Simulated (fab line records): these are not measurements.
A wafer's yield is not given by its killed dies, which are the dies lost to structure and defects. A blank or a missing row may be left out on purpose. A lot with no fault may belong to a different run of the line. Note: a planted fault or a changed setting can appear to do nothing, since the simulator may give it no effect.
Matching of chambers	flow sky130	cmp-02 running SKY_VIA4_CMP_21: 4 sister chambers
The step polishes, stops on SiO2, t overpolish 25 s, target thk 0 nm. 7 wafers are shown with their chamber, then 7 later ones without.

== WAFERS, EACH WITH ITS CHAMBER ==
wafer	chamber	motor_current_A (A)	time_to_endpoint_s (s)
L366.6	2	12.1	125
L367.1	2	12.6	127
L367.3	3	10.7	122
L369.5	0	12.0	129
L369.6	1	10.6	124
L381.2	3	10.7	127
L381.3	1	11.2	128

== WAFERS WITHOUT THEIR CHAMBER ==
wafer	motor_current_A (A)	time_to_endpoint_s (s)
L381.5	12.7	128
L383.1	10.8	122
L383.4	11.9	122
L383.5	12.5	123
L386.3	12.3	124
L386.4	10.7	122
L386.6	11.3	130

== WHICH CHAMBER EACH ONE RAN IN ==
wafer	from the rows above	in truth
L381.5	can't be placed: 2 or 0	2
L383.1	can't be placed: 3 or 1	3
L383.4	can't be placed: 2 or 0 or 1 or 3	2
L383.5	can't be placed: 2 or 0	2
L386.3	can't be placed: 2 or 0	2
L386.4	can't be placed: 3 or 1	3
L386.6	can't be placed: 1 or 0 or 3 or 2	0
0 of 7 placed correctly. These rows do not allow placing 7 (true chamber among the candidates in 7). Wrongly placed: 0.
How it was worked out, from the rows above alone: a wafer's distance from a chamber is the root of the sum, over the readings, of the square of ((its reading less the chamber's mean) divided by the reading's scatter). If the next closest chamber is less than 2 further off than the closest, the wafer can't be placed; otherwise it belongs to the closest. A chamber's mean is the mean of its shown wafers. The scatter: the root of (the sum of the squares of (reading less its chamber's mean) over the shown wafers, divided by (wafers less chambers)).
